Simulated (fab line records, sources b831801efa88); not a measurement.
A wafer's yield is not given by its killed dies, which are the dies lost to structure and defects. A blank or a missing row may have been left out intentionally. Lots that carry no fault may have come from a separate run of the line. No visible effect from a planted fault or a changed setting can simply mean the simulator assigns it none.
Chamber matching + flow gf180mcu + cmp-01 running GF_V1_CMP_04: 4 sister chambers
The step polishes SiO2. 22 wafers are shown with their chamber, then 11 later ones without.

== WAFERS PAIRED WITH THEIR CHAMBERS ==
| wafer  | chamber | motor-current-A (A) | time-to-endpoint-s (s) |
|--------|---------|---------------------|------------------------|
| L074.1 | 1       | 11.7                | 83                     |
| L074.4 | 0       | 11.1                | 85                     |
| L074.6 | 1       | 11.7                | 87                     |
| L077.1 | 2       | 9.6                 | 85                     |
| L077.2 | 3       | 9.2                 | 82                     |
| L077.6 | 1       | 11.9                | 84                     |
| L076.2 | 0       | 11.2                | 80                     |
| L076.3 | 1       | 12.4                | 81                     |
| L076.4 | 3       | 9.3                 | 84                     |
| L078.2 | 3       | 9.2                 | 82                     |
| L078.3 | 0       | 11.5                | 80                     |
| L078.6 | 2       | 9.0                 | 86                     |
| L080.1 | 3       | 8.6                 | 80                     |
| L080.4 | 1       | 11.8                | 91                     |
| L080.6 | 0       | 11.3                | 88                     |
| L081.1 | 2       | 8.9                 | 82                     |
| L081.5 | 0       | 11.4                | 90                     |
| L081.6 | 1       | 11.7                | 90                     |
| L083.1 | 0       | 11.6                | 83                     |
| L083.2 | 1       | 11.6                | 85                     |
| L083.3 | 2       | 8.9                 | 76                     |
| L087.1 | 2       | 9.3                 | 81                     |

SIGNATURES, as means of the wafers listed above
| reading            | chamber 0 | chamber 1 | chamber 2 | chamber 3 | scatter within a chamber |
|--------------------|-----------|-----------|-----------|-----------|--------------------------|
| motor-current-A    | 11.350    | 11.829    | 9.140     | 9.075     | 0.268                    |
| time-to-endpoint-s | 84.33     | 85.86     | 82.00     | 82.00     | 3.62                     |
Rule: for each reading, subtract the chamber's mean from the wafer's reading, divide by that reading's scatter and square the result; add these up over the readings and take the root, which gives the wafer's distance from the chamber. If the next closest chamber is less than 2 further off than the closest, the wafer can't be placed; otherwise it belongs to the closest. How the scatter is found: for the shown wafers, subtract from each reading the mean of its chamber, square and add these, divide the total by (wafers less chambers), then take the root.

== WAFERS WITH NO CHAMBER GIVEN ==
| wafer  | motor-current-A (A) | time-to-endpoint-s (s) |
|--------|---------------------|------------------------|
| L087.4 | 9.8                 | 87                     |
| L087.5 | 11.3                | 83                     |
| L088.2 | 12.0                | 81                     |
| L088.3 | 12.0                | 80                     |
| L088.4 | 9.0                 | 85                     |
| L091.1 | 11.7                | 74                     |
| L091.3 | 9.5                 | 73                     |
| L091.4 | 8.9                 | 80                     |
| L095.1 | 8.6                 | 73                     |
| L095.3 | 11.3                | 74                     |
| L095.5 | 11.6                | 83                     |

== EACH ONE'S CHAMBER ==
| wafer  | from the rows above     | in truth |
|--------|-------------------------|----------|
| L087.4 | can't be placed: 2 or 3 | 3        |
| L087.5 | can't be placed: 0 or 1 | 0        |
| L088.2 | can't be placed: 1 or 0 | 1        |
| L088.3 | can't be placed: 1 or 0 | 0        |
| L088.4 | can't be placed: 3 or 2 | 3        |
| L091.1 | can't be placed: 0 or 1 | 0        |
| L091.3 | can't be placed: 2 or 3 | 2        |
| L091.4 | can't be placed: 3 or 2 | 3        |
| L095.1 | can't be placed: 3 or 2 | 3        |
| L095.3 | can't be placed: 0 or 1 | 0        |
| L095.5 | can't be placed: 0 or 1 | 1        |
Correctly placed: 0 of 11. From these rows, 11 cannot be placed; in 11 the true chamber is one of the candidates. Wrongly placed: 0.
